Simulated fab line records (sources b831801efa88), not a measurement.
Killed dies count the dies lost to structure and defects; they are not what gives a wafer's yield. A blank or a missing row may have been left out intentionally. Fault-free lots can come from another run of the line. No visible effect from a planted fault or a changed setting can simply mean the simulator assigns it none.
Matching of chambers + flow sky130 + 3 sister chambers for SKY_VIA4_HDPCVD_00 on hdpcvd-02
The step deposits SiO2, target thk 1750 nm, time 291.7 s. 16 wafers are shown with their chamber, then 8 later ones without.

## WAFERS WITH THEIR CHAMBER
| wafer  | chamber | sih4_flow_sccm (sccm) |
|--------|---------|-----------------------|
| L928.1 | 1       | 59.98                 |
| L928.4 | 1       | 60.20                 |
| L928.6 | 0       | 59.94                 |
| L933.1 | 0       | 59.85                 |
| L933.4 | 0       | 59.89                 |
| L933.6 | 1       | 59.82                 |
| L934.2 | 0       | 60.11                 |
| L934.4 | 1       | 60.03                 |
| L934.6 | 0       | 60.18                 |
| L935.2 | 0       | 59.91                 |
| L935.3 | 2       | 59.79                 |
| L935.5 | 2       | 59.51                 |
| L942.1 | 0       | 60.00                 |
| L942.2 | 1       | 60.17                 |
| L942.3 | 2       | 60.06                 |
| L944.2 | 1       | 59.93                 |

SIGNATURES (means of the wafers above)
| reading        | chamber 0 | chamber 1 | chamber 2 | scatter within a chamber |
|----------------|-----------|-----------|-----------|--------------------------|
| sih4_flow_sccm | 59.9829   | 60.0217   | 59.7867   | 0.163                    |
Rule: for a wafer and a chamber, the distance is found by dividing, reading by reading, the gap between the wafer's reading and the chamber's mean by the reading's scatter, squaring, summing and taking the root. If the next closest chamber is less than 2 further off than the closest, the wafer can't be placed; otherwise it belongs to the closest. The scatter: take each reading less its chamber's mean, square it, sum over the shown wafers, divide by the number of wafers less the number of chambers, and take the root.

## WAFERS WITH NO CHAMBER GIVEN
| wafer  | sih4_flow_sccm (sccm) |
|--------|-----------------------|
| L944.3 | 59.97                 |
| L944.5 | 60.00                 |
| L946.2 | 60.18                 |
| L946.3 | 60.14                 |
| L946.4 | 60.05                 |
| L949.1 | 60.16                 |
| L949.3 | 60.14                 |
| L949.6 | 60.13                 |

## WHICH CHAMBER EACH WENT THROUGH
| wafer  | from the rows above          | in truth |
|--------|------------------------------|----------|
| L944.3 | can't be placed: 0 or 1 or 2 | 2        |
| L944.5 | can't be placed: 0 or 1 or 2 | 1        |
| L946.2 | can't be placed: 1 or 0 or 2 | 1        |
| L946.3 | can't be placed: 1 or 0 or 2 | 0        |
| L946.4 | can't be placed: 1 or 0 or 2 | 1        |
| L949.1 | can't be placed: 1 or 0 or 2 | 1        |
| L949.3 | can't be placed: 1 or 0 or 2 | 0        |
| L949.6 | can't be placed: 1 or 0 or 2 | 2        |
Correctly placed: 0 of 8. Cannot be placed on the basis of these rows: 8; the candidates contain the true chamber in 8. Number placed wrongly: 0.
